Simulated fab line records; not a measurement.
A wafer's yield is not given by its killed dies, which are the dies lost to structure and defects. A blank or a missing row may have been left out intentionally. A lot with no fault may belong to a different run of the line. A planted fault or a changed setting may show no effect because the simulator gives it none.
Which tool was responsible? | flow gf180mcu | Sampling: 24 lots, 72 wafers, 6 of 602 route steps

## WHAT THE GAUGES SHOWED, per wafer
GF_DUAL_GATE_OVL_MEAS_11. Usual: DUAL_GATE_OVL gives -0.6 nm (standard deviation 1.3).
lot  | measured     | on         | DUAL_GATE_OVL (nm) | flag
L074 | day 8 08:41  | overlay-02 | -0.7 -0.4 -2.3     | 
L075 | day 8 13:45  | overlay-01 | -0.5 -0.7 0.1      | 
L076 | day 8 22:04  | overlay-02 | 0.9 -0.4 -2.4      | 
L077 | day 9 05:23  | overlay-01 | -0.9 -1.0 -1.8     | 
L078 | day 9 19:10  | overlay-01 | -1.9 -1.3 -2.8     | 
L079 | day 10 02:35 | overlay-01 | 0.4 -1.5 0.4       | 
L080 | day 10 04:37 | overlay-01 | -2.0 -0.6 -1.0     | 
L081 | day 10 12:05 | overlay-02 | 0.4 0.8 1.1        | 
L082 | day 10 20:06 | overlay-01 | -1.7 -3.4 -2.0     | 
L083 | day 11 04:23 | overlay-02 | 1.0 -1.6 -1.0      | 
L084 | day 11 07:48 | overlay-02 | 0.8 0.3 0.9        | 
L085 | day 11 15:32 | overlay-01 | -1.6 -3.1 -0.5     | 
L086 | day 11 21:29 | overlay-01 | -1.3 -1.4 -1.5     | 
L087 | day 12 06:51 | overlay-02 | -0.4 0.9 -1.6      | 
L088 | day 12 11:13 | overlay-02 | -1.5 -0.5 0.3      | 
L089 | day 12 15:10 | overlay-01 | -0.1 2.4 -0.8      | 
L090 | day 12 23:55 | overlay-02 | -0.5 -1.0 -0.6     | 
L091 | day 13 07:30 | overlay-02 | 1.2 0.2 1.2        | 
L092 | day 13 15:48 | overlay-01 | 1.3 0.2 1.2        | 
L093 | day 13 22:14 | overlay-02 | 1.1 1.1 -0.4       | 
L094 | day 14 05:40 | overlay-02 | -3.7 -2.1 -0.9     | 
L095 | day 14 11:04 | overlay-02 | 1.2 0.2 0.5        | 
L096 | day 14 16:36 | overlay-02 | 0.0 -0.5 -2.0      | 
L097 | day 15 12:20 | overlay-01 | -0.9 -1.3 -0.2     | 

GF_M2_OVL_MEAS_15. Usual: M2_OVL gives 0 nm (standard deviation 4.7).
lot  | measured     | on         | M2_OVL (nm) | flag
L074 | day 19 03:58 | overlay-01 | -1 4 -2     | 
L075 | day 19 13:25 | overlay-01 | -2 -2 -2    | 
L076 | day 19 23:46 | overlay-02 | -1 -3 -6    | 
L077 | day 20 09:36 | overlay-01 | -6 -4 -2    | 
L078 | day 21 05:12 | overlay-02 | 8 7 7       | 
L079 | day 21 18:37 | overlay-01 | 0 5 5       | 
L080 | day 21 21:30 | overlay-02 | -8 -3 -5    | 
L081 | day 22 01:55 | overlay-02 | -7 -8 -7    | 
L082 | day 22 18:46 | overlay-01 | -10 1 -1    | 
L083 | day 23 00:13 | overlay-02 | 0 5 1       | 
L084 | day 23 04:56 | overlay-01 | -3 -2 9     | 
L085 | day 23 11:48 | overlay-02 | 5 9 7       | 
L086 | day 23 18:18 | overlay-02 | -4 -5 2     | 
L087 | day 24 06:30 | overlay-01 | 0 -5 0      | 
L088 | day 24 10:08 | overlay-01 | 10 -2 5     | 
L089 | day 24 15:09 | overlay-02 | -6 -2 4     | 
L090 | day 24 23:35 | overlay-02 | 2 2 -5      | 
L091 | day 25 09:20 | overlay-01 | 5 0 1       | 
L092 | day 25 15:18 | overlay-01 | 5 2 1       | 
L093 | day 25 23:14 | overlay-02 | 6 4 6       | 
L094 | day 26 06:54 | overlay-01 | 1 1 1       | 
L095 | day 26 11:30 | overlay-02 | -1 0 4      | 
L096 | day 26 18:25 | overlay-02 | -1 -2 -2    | 
L097 | day 27 12:16 | overlay-01 | -2 3 -3     | 

GF_M4_OVL_MEAS_15. Usual: M4_OVL gives -1 nm (standard deviation 4.5).
lot  | measured     | on         | M4_OVL (nm) | flag
L074 | day 23 08:16 | overlay-02 | 0 3 5       | 
L075 | day 23 19:19 | overlay-01 | -6 -7 -4    | 
L076 | day 24 04:13 | overlay-02 | 1 1 -1      | 
L077 | day 24 12:26 | overlay-01 | 2 -1 4      | 
L078 | day 25 07:29 | overlay-01 | -1 -4 3     | 
L079 | day 25 19:08 | overlay-02 | 1 -4 4      | 
L080 | day 25 20:10 | overlay-01 | 1 1 -2      | 
L081 | day 26 00:33 | overlay-02 | -5 -7 1     | 
L082 | day 26 15:42 | overlay-02 | 1 3 2       | 
L083 | day 26 21:12 | overlay-02 | 2 -6 -1     | 
L084 | day 27 01:45 | overlay-02 | 0 -5 -5     | 
L085 | day 27 07:23 | overlay-01 | -4 -11 -4   | 
L086 | day 27 13:35 | overlay-02 | -4 0 -2     | 
L087 | day 28 01:00 | overlay-02 | -1 -3 -3    | 
L088 | day 28 02:45 | overlay-01 | -11 -7 -5   | 
L089 | day 28 08:50 | overlay-02 | 5 -1 -1     | 
L090 | day 28 15:41 | overlay-02 | -3 0 0      | 
L091 | day 29 00:51 | overlay-02 | 0 0 3       | 
L092 | day 29 05:31 | overlay-02 | 6 -5 6      | 
L093 | day 29 14:05 | overlay-02 | 5 5 4       | 
L094 | day 29 20:09 | overlay-01 | 0 -2 -9     | 
L095 | day 30 01:18 | overlay-02 | 0 2 -6      | 
L096 | day 30 06:59 | overlay-01 | -1 -3 -1    | 
L097 | day 30 23:06 | overlay-01 | -10 -8 -2   | 

## WHAT TOOL EACH LOT RAN ON (gives the tool, then ch and the chambers of the sampled wafers, and finally the start)
lot  | GF_CONTACT_ETCH_16                | GF_M1_SPUTTER_03            | GF_M4_SPUTTER_02
L074 | rieDiel-03 ch 0,3, day 16 02:29   | pvdSputter-03, day 16 04:01 | pvdSputter-04, day 22 10:08
L075 | rieDiel-04 ch 0,1, day 16 07:05   | pvdSputter-03, day 16 13:13 | pvdSputter-02, day 22 20:34
L076 | rieDiel-02 ch 0,2,3, day 16 21:24 | pvdSputter-04, day 16 22:51 | pvdSputter-02, day 23 05:12
L077 | rieDiel-02 ch 0,3, day 17 05:15   | pvdSputter-02, day 17 06:33 | pvdSputter-04, day 23 13:58
L078 | rieDiel-03 ch 1,2, day 18 00:18   | pvdSputter-02, day 18 01:36 | pvdSputter-04, day 24 09:55
L079 | rieDiel-03 ch 2,3, day 18 13:23   | pvdSputter-02, day 18 14:41 | pvdSputter-04, day 24 21:20
L080 | rieDiel-03 ch 1,2, day 18 15:23   | pvdSputter-02, day 18 16:41 | pvdSputter-01, day 24 23:07
L081 | rieDiel-04 ch 0,1,2, day 18 21:24 | pvdSputter-04, day 18 22:42 | pvdSputter-02, day 25 03:32
L082 | rieDiel-03 ch 2,3, day 19 14:33   | pvdSputter-02, day 19 15:57 | pvdSputter-02, day 25 18:46
L083 | rieDiel-04 ch 0,1,2, day 19 20:23 | pvdSputter-02, day 19 21:41 | pvdSputter-02, day 26 00:13
L084 | rieDiel-03 ch 0,3, day 19 23:57   | pvdSputter-02, day 20 01:15 | pvdSputter-02, day 26 05:02
L085 | rieDiel-04 ch 0,1,2, day 20 08:35 | pvdSputter-03, day 20 09:54 | pvdSputter-04, day 26 10:42
L086 | rieDiel-04 ch 1,2,3, day 20 15:26 | pvdSputter-02, day 20 16:44 | pvdSputter-04, day 26 17:12
L087 | rieDiel-02 ch 0,1,2, day 21 04:38 | pvdSputter-02, day 21 05:57 | pvdSputter-01, day 27 05:01
L088 | rieDiel-04 ch 1,3, day 21 09:34   | pvdSputter-03, day 21 10:54 | pvdSputter-01, day 27 06:20
L089 | rieDiel-03 ch 0,2,3, day 21 13:56 | pvdSputter-02, day 21 15:14 | pvdSputter-02, day 27 12:40
L090 | rieDiel-02 ch 0,1, day 21 23:47   | pvdSputter-04, day 22 01:05 | pvdSputter-02, day 27 20:13
L091 | rieDiel-04 ch 0,1,3, day 22 09:23 | pvdSputter-03, day 22 10:43 | pvdSputter-02, day 28 05:13
L092 | rieDiel-04 ch 2,3, day 22 16:35   | pvdSputter-03, day 22 17:55 | pvdSputter-02, day 28 10:11
L093 | rieDiel-04 ch 1,2,3, day 23 01:50 | pvdSputter-02, day 23 03:08 | pvdSputter-04, day 28 18:41
L094 | rieDiel-02 ch 0,1,3, day 23 10:05 | pvdSputter-04, day 23 11:24 | pvdSputter-01, day 29 01:53
L095 | rieDiel-03 ch 0,1,2, day 23 14:08 | pvdSputter-02, day 23 15:27 | pvdSputter-02, day 29 06:25
L096 | rieDiel-04 ch 1,2, day 23 21:59   | pvdSputter-03, day 23 23:18 | pvdSputter-04, day 29 12:10
L097 | rieDiel-04 ch 1,2, day 24 16:46   | pvdSputter-02, day 24 18:04 | pvdSputter-01, day 30 04:44
- GF_CONTACT_ETCH_16: etches BARC in N2/H2.
- GF_M1_SPUTTER_03: material Ti, target thk 10 nm, time 6.7 s.
- GF_M4_SPUTTER_02: material AlCu, target thk 450 nm, time 23.9 s.

## WHAT THE TOOLS THEMSELVES READ (means of the sampled wafers that have a number; where no wafer has one, the mark that the record gives instead)
GF_CONTACT_ETCH_16. Usual: drypumpMotorCurrentA 5.4 A, standard deviation 0.47; h2FlowSccm 200.0 sccm, standard deviation 0.56; oesProductAu 0.854 a.u., standard deviation 0.0046; throttleValvePct 13.226 %, standard deviation 0.0094.
lot  | tool       | drypumpMotorCurrentA (A) | h2FlowSccm (sccm) | oesProductAu (a.u.) | throttleValvePct (%) | flag
L074 | rieDiel-03 | 5.6                      | 199.5             | 0.853               | 13.227               | 
L075 | rieDiel-04 | 5.8                      | 199.5             | 0.860               | 13.227               | 
L076 | rieDiel-02 | 5.0                      | 199.7             | 0.854               | 13.228               | 
L077 | rieDiel-02 | 5.0                      | 200.2             | 0.851               | 13.232               | 
L078 | rieDiel-03 | 5.6                      | 200.1             | 0.855               | 13.230               | 
L079 | rieDiel-03 | 5.6                      | 199.9             | 0.857               | 13.220               | 
L080 | rieDiel-03 | 5.6                      | 200.6             | 0.853               | 13.224               | 
L081 | rieDiel-04 | 5.6                      | 200.6             | 0.854               | 13.216               | 
L082 | rieDiel-03 | 5.6                      | 199.5             | 0.852               | 13.221               | 
L083 | rieDiel-04 | 5.6                      | 199.6             | 0.857               | 13.233               | 
L084 | rieDiel-03 | 5.5                      | 200.5             | 0.853               | 13.232               | 
L085 | rieDiel-04 | 5.6                      | 200.0             | 0.854               | 13.221               | 
L086 | rieDiel-04 | 5.1                      | 200.3             | 0.851               | 13.230               | 
L087 | rieDiel-02 | 5.4                      | 199.9             | 0.850               | 13.229               | 
L088 | rieDiel-04 | 5.3                      | 200.1             | 0.854               | 13.223               | 
L089 | rieDiel-03 | 5.5                      | 200.3             | 0.848               | 13.230               | 
L090 | rieDiel-02 | 5.4                      | 200.5             | 0.856               | 13.227               | 
L091 | rieDiel-04 | 5.5                      | 199.5             | 0.856               | 13.234               | 
L092 | rieDiel-04 | 4.8                      | 200.2             | 0.851               | 13.217               | 
L093 | rieDiel-04 | 5.1                      | 200.2             | 0.854               | 13.224               | 
L094 | rieDiel-02 | 5.4                      | 200.2             | 0.850               | 13.221               | 
L095 | rieDiel-03 | 5.5                      | 200.0             | 0.855               | 13.225               | 
L096 | rieDiel-04 | 5.3                      | 199.8             | 0.849               | 13.223               | 
L097 | rieDiel-04 | 5.3                      | 199.9             | 0.858               | 13.230               | 

GF_M1_SPUTTER_03. Usual: chamberPressurePa 0.3052 Pa, standard deviation 0.0006; throttleValvePct 29.1 %, standard deviation 1.1.
lot  | tool          | chamberPressurePa (Pa) | throttleValvePct (%) | flag
L074 | pvdSputter-03 | 0.3050                 | 28.1                 | 
L075 | pvdSputter-03 | 0.3051                 | 28.9                 | 
L076 | pvdSputter-04 | 0.3054                 | 29.8                 | 
L077 | pvdSputter-02 | 0.3052                 | 29.4                 | 
L078 | pvdSputter-02 | 0.3051                 | 28.1                 | 
L079 | pvdSputter-02 | 0.3053                 | 28.8                 | 
L080 | pvdSputter-02 | 0.3048                 | 28.0                 | 
L081 | pvdSputter-04 | 0.3051                 | 29.5                 | 
L082 | pvdSputter-02 | 0.3052                 | 28.8                 | 
L083 | pvdSputter-02 | 0.3044                 | 29.3                 | 
L084 | pvdSputter-02 | 0.3054                 | 29.1                 | 
L085 | pvdSputter-03 | 0.3056                 | 29.5                 | 
L086 | pvdSputter-02 | 0.3050                 | 28.7                 | 
L087 | pvdSputter-02 | 0.3048                 | 29.1                 | 
L088 | pvdSputter-03 | 0.3047                 | 29.0                 | 
L089 | pvdSputter-02 | 0.3051                 | 28.6                 | 
L090 | pvdSputter-04 | 0.3052                 | 30.1                 | 
L091 | pvdSputter-03 | 0.3055                 | 30.0                 | 
L092 | pvdSputter-03 | 0.3058                 | 29.1                 | 
L093 | pvdSputter-02 | 0.3054                 | 29.0                 | 
L094 | pvdSputter-04 | 0.3052                 | 30.3                 | 
L095 | pvdSputter-02 | 0.3052                 | 28.9                 | 
L096 | pvdSputter-03 | 0.3049                 | 29.6                 | 
L097 | pvdSputter-02 | 0.3057                 | 28.8                 | 

GF_M4_SPUTTER_02. Usual: chamberPressurePa 0.4000 Pa, standard deviation 0.00092; throttleValvePct 29.2 %, standard deviation 1.1.
lot  | tool          | chamberPressurePa (Pa) | throttleValvePct (%) | flag
L074 | pvdSputter-04 | 0.4001                 | 29.6                 | 
L075 | pvdSputter-02 | 0.4001                 | 28.1                 | 
L076 | pvdSputter-02 | 0.3999                 | 29.1                 | 
L077 | pvdSputter-04 | 0.4008                 | 30.2                 | 
L078 | pvdSputter-04 | 0.4004                 | 29.8                 | 
L079 | pvdSputter-04 | 0.4005                 | 30.9                 | 
L080 | pvdSputter-01 | 0.4003                 | 29.9                 | 
L081 | pvdSputter-02 | 0.3998                 | 28.1                 | 
L082 | pvdSputter-02 | 0.3998                 | 28.9                 | 
L083 | pvdSputter-02 | 0.3999                 | 28.3                 | 
L084 | pvdSputter-02 | 0.4009                 | 29.1                 | 
L085 | pvdSputter-04 | 0.4005                 | 29.6                 | 
L086 | pvdSputter-04 | 0.4002                 | 31.0                 | 
L087 | pvdSputter-01 | 0.4004                 | 29.2                 | 
L088 | pvdSputter-01 | 0.3999                 | 28.6                 | 
L089 | pvdSputter-02 | 0.4003                 | 28.8                 | 
L090 | pvdSputter-02 | 0.4009                 | 28.2                 | 
L091 | pvdSputter-02 | 0.4001                 | 28.2                 | 
L092 | pvdSputter-02 | 0.3997                 | 28.9                 | 
L093 | pvdSputter-04 | 0.3997                 | 30.5                 | 
L094 | pvdSputter-01 | 0.3991                 | 28.8                 | 
L095 | pvdSputter-02 | 0.4003                 | 29.6                 | 
L096 | pvdSputter-04 | 0.3994                 | 31.0                 | 
L097 | pvdSputter-01 | 0.4001                 | 28.8                 | 

## THE ANSWER, worked out from the rows above alone
Rule: a lot counts as off when the mean over its wafers that have a number is more than 3 standard deviations away from the usual mean. Also off: a lot with no number at a reading for which 4 or more lots have one. Where the step has rows for the other lots, those lots are counted as sound. After the gauges, taken in route order, come the tools' own readings; for these a lot's mean is taken, as printed above. The first step at which some lot is off is used, and at that step the reading that is off furthest; a lot without a number counts as furthest.
Across all readings shown, no lot is off: no conclusion can be drawn from this.

## WHAT WAS PUT IN BY THE SIMULATOR
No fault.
